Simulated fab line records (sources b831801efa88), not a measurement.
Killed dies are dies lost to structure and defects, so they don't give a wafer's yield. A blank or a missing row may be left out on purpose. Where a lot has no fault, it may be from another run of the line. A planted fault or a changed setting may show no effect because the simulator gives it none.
Which tool is to blame? || flow gf180mcu || route of 602 steps, sampled at 1 step: 13 lots, 39 wafers

## WHAT THE GAUGES SHOWED, per wafer
GF_SALICIDE_RS_MEAS_04: measures by four-point-probe.
{"lot": "L790", "measured": "day 15 12:14", "on": "film_metro-01", "SALICIDE_TIN_RS (ohm/sq)": "16.29 16.60 16.76"}
{"lot": "L792", "measured": "day 16 00:31", "on": "film_metro-01", "SALICIDE_TIN_RS (ohm/sq)": "16.27 15.97 15.88"}
{"lot": "L794", "measured": "day 16 18:41", "on": "film_metro-02", "SALICIDE_TIN_RS (ohm/sq)": "16.55 16.19 16.14"}
{"lot": "L795", "measured": "day 17 03:39", "on": "film_metro-03", "SALICIDE_TIN_RS (ohm/sq)": "16.15 16.08 16.15"}
{"lot": "L796", "measured": "day 17 09:44", "on": "film_metro-01", "SALICIDE_TIN_RS (ohm/sq)": "16.57 16.37 16.47"}
{"lot": "L799", "measured": "day 18 12:46", "on": "film_metro-03", "SALICIDE_TIN_RS (ohm/sq)": "16.58 16.60 16.98"}
{"lot": "L802", "measured": "day 19 11:49", "on": "film_metro-01", "SALICIDE_TIN_RS (ohm/sq)": "16.46 16.36 15.96"}
{"lot": "L803", "measured": "day 19 22:53", "on": "film_metro-03", "SALICIDE_TIN_RS (ohm/sq)": "16.22 16.57 16.31"}
{"lot": "L805", "measured": "day 20 12:32", "on": "film_metro-02", "SALICIDE_TIN_RS (ohm/sq)": "16.38 16.33 16.13"}
{"lot": "L806", "measured": "day 20 21:10", "on": "film_metro-01", "SALICIDE_TIN_RS (ohm/sq)": "16.30 16.20 16.13"}
{"lot": "L809", "measured": "day 22 01:55", "on": "film_metro-01", "SALICIDE_TIN_RS (ohm/sq)": "16.52 16.25 16.74"}
{"lot": "L811", "measured": "day 22 13:23", "on": "film_metro-01", "SALICIDE_TIN_RS (ohm/sq)": "16.21 16.57 16.70"}
{"lot": "L812", "measured": "day 22 20:16", "on": "film_metro-01", "SALICIDE_TIN_RS (ohm/sq)": "16.10 16.09 16.16"}

## WHAT TOOL EACH LOT RAN ON (gives the tool, then ch and the chambers of the sampled wafers, and finally the start)
The record shows no process step preceding these readings.

## WHAT THE TOOLS THEMSELVES READ (means of the sampled wafers that have a number; where no wafer has one, the mark that the record gives instead)
The record holds no such reading with a usual standard deviation.

## THE ANSWER, worked out from the rows above alone
Rule: usual is defined by the lots themselves. The widest of any qualifying gaps counts: lots, ordered by their means at a reading, are off when they make up no more than a third of the lots, leave a main group of 4 or more, and stand apart from it by 3 or more times the standard deviation of that group's means. A main group whose means are all the same, to the digits that the tables above print for the reading, isn't used. Also off: a lot with no number at a reading for which 4 or more lots have one. Any other lot the step has rows for is counted as sound. First the gauges in route order, then the tools' own readings, where a lot's mean is used as printed above. The first step at which some lot is off is used, and at that step the reading that is off furthest; a lot without a number counts as furthest.
Across all readings shown, no lot is off: no conclusion can be drawn from this.

## WHAT WAS PUT IN BY THE SIMULATOR
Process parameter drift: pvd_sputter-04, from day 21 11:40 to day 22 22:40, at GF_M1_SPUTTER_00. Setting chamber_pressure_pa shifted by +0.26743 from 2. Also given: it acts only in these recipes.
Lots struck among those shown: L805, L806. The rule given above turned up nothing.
